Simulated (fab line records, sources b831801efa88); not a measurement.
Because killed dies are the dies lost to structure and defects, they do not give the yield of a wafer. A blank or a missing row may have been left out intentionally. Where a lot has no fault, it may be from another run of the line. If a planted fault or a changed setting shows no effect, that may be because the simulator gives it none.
Which tool is to blame? || flow gf180mcu || Sampling: 13 lots, 39 wafers, 2 of 602 route steps

== WHAT EACH GAUGE READ, for each wafer ==
GF_V5_RS_MEAS_24: uses a four-point probe to measure. Usual: for V5_W_RS the level is 0.326 ohm/sq and the standard deviation is 0.0037.
{"lot": "L751", "measured": "day 27 09:29", "on": "filmMetro-02", "V5_W_RS (ohm/sq)": "0.327 0.326 0.327", "flag": ""}
{"lot": "L753", "measured": "day 28 08:59", "on": "filmMetro-03", "V5_W_RS (ohm/sq)": "0.327 0.327 0.319", "flag": ""}
{"lot": "L754", "measured": "day 28 11:31", "on": "filmMetro-02", "V5_W_RS (ohm/sq)": "0.322 0.321 0.329", "flag": ""}
{"lot": "L755", "measured": "day 28 16:53", "on": "filmMetro-02", "V5_W_RS (ohm/sq)": "0.337 0.325 0.331", "flag": ""}
{"lot": "L756", "measured": "day 28 21:35", "on": "filmMetro-02", "V5_W_RS (ohm/sq)": "0.326 0.329 0.329", "flag": ""}
{"lot": "L757", "measured": "day 29 11:35", "on": "filmMetro-03", "V5_W_RS (ohm/sq)": "0.330 0.330 0.330", "flag": ""}
{"lot": "L759", "measured": "day 30 01:53", "on": "filmMetro-01", "V5_W_RS (ohm/sq)": "0.324 0.329 0.327", "flag": ""}
{"lot": "L760", "measured": "day 30 07:26", "on": "filmMetro-03", "V5_W_RS (ohm/sq)": "0.332 0.327 0.327", "flag": ""}
{"lot": "L761", "measured": "day 30 12:51", "on": "filmMetro-01", "V5_W_RS (ohm/sq)": "0.327 0.329 0.326", "flag": ""}
{"lot": "L765", "measured": "day 31 18:21", "on": "filmMetro-01", "V5_W_RS (ohm/sq)": "0.323 0.331 0.332", "flag": ""}
{"lot": "L767", "measured": "day 32 01:48", "on": "filmMetro-01", "V5_W_RS (ohm/sq)": "0.324 0.323 0.324", "flag": ""}
{"lot": "L772", "measured": "day 33 11:16", "on": "filmMetro-02", "V5_W_RS (ohm/sq)": "0.323 0.324 0.322", "flag": ""}
{"lot": "L773", "measured": "day 33 11:59", "on": "filmMetro-03", "V5_W_RS (ohm/sq)": "0.327 0.323 0.329", "flag": ""}

== WHICH TOOL RAN EACH LOT (tool, then ch and the chambers of the sampled wafers, then the start) ==
{"lot": "L751", "GF_M2_SPUTTER_04": "pvdSputter-04, day 18 08:02"}
{"lot": "L753", "GF_M2_SPUTTER_04": "pvdSputter-04, day 19 08:44"}
{"lot": "L754", "GF_M2_SPUTTER_04": "pvdSputter-04, day 19 15:53"}
{"lot": "L755", "GF_M2_SPUTTER_04": "pvdSputter-01, day 19 21:58"}
{"lot": "L756", "GF_M2_SPUTTER_04": "pvdSputter-04, day 20 06:20"}
{"lot": "L757", "GF_M2_SPUTTER_04": "pvdSputter-04, day 20 21:32"}
{"lot": "L759", "GF_M2_SPUTTER_04": "pvdSputter-01, day 21 14:29"}
{"lot": "L760", "GF_M2_SPUTTER_04": "pvdSputter-04, day 21 21:05"}
{"lot": "L761", "GF_M2_SPUTTER_04": "pvdSputter-02, day 22 05:51"}
{"lot": "L765", "GF_M2_SPUTTER_04": "pvdSputter-02, day 23 18:17"}
{"lot": "L767", "GF_M2_SPUTTER_04": "pvdSputter-02, day 24 05:14"}
{"lot": "L772", "GF_M2_SPUTTER_04": "pvdSputter-04, day 25 23:55"}
{"lot": "L773", "GF_M2_SPUTTER_04": "pvdSputter-04, day 26 01:17"}
- GF_M2_SPUTTER_04: material TiN, target thk 50 nm, time 41.7 s.

== WHAT THE TOOLS THEMSELVES READ (means of the sampled wafers that have a number; where no wafer has one, the mark that the record gives instead) ==
GF_M2_SPUTTER_04. Usual: chamberPressurePa 0.3998 Pa, standard deviation 0.0008; throttleValvePct 30.0 %, standard deviation 1.3.
{"lot": "L751", "tool": "pvdSputter-04", "chamberPressurePa (Pa)": 0.3991, "throttleValvePct (%)": 30.3, "flag": ""}
{"lot": "L753", "tool": "pvdSputter-04", "chamberPressurePa (Pa)": 0.4002, "throttleValvePct (%)": 30.6, "flag": ""}
{"lot": "L754", "tool": "pvdSputter-04", "chamberPressurePa (Pa)": 0.3992, "throttleValvePct (%)": 30.1, "flag": ""}
{"lot": "L755", "tool": "pvdSputter-01", "chamberPressurePa (Pa)": 0.3997, "throttleValvePct (%)": 27.4, "flag": ""}
{"lot": "L756", "tool": "pvdSputter-04", "chamberPressurePa (Pa)": 0.3994, "throttleValvePct (%)": 30.6, "flag": ""}
{"lot": "L757", "tool": "pvdSputter-04", "chamberPressurePa (Pa)": 0.4002, "throttleValvePct (%)": 31.0, "flag": ""}
{"lot": "L759", "tool": "pvdSputter-01", "chamberPressurePa (Pa)": 0.3996, "throttleValvePct (%)": 28.9, "flag": ""}
{"lot": "L760", "tool": "pvdSputter-04", "chamberPressurePa (Pa)": 0.4002, "throttleValvePct (%)": 30.9, "flag": ""}
{"lot": "L761", "tool": "pvdSputter-02", "chamberPressurePa (Pa)": 0.4003, "throttleValvePct (%)": 31.3, "flag": ""}
{"lot": "L765", "tool": "pvdSputter-02", "chamberPressurePa (Pa)": 0.3992, "throttleValvePct (%)": 30.6, "flag": ""}
{"lot": "L767", "tool": "pvdSputter-02", "chamberPressurePa (Pa)": 0.4005, "throttleValvePct (%)": 30.4, "flag": ""}
{"lot": "L772", "tool": "pvdSputter-04", "chamberPressurePa (Pa)": 0.3993, "throttleValvePct (%)": 30.2, "flag": ""}
{"lot": "L773", "tool": "pvdSputter-04", "chamberPressurePa (Pa)": 0.3993, "throttleValvePct (%)": 30.6, "flag": ""}

== THE ANSWER, worked out from the rows above alone ==
Rule: take the mean of a lot's wafers that have a number; if it is more than 3 standard deviations from the usual mean, the lot is off. A lot without any number at a reading at which 4 lots or more have one is off too. Where the step has rows for the other lots, those lots are counted as sound. Order of review: gauges by route order, followed by the tools' own readings, for which a lot's mean as printed above is used. At the first step where some lot is off, the reading lying furthest off is the one used; lots without a number count as furthest.
No lot is off on any of the readings shown, so nothing can be concluded from this.

== WHAT THE SIMULATOR HAD PUT IN ==
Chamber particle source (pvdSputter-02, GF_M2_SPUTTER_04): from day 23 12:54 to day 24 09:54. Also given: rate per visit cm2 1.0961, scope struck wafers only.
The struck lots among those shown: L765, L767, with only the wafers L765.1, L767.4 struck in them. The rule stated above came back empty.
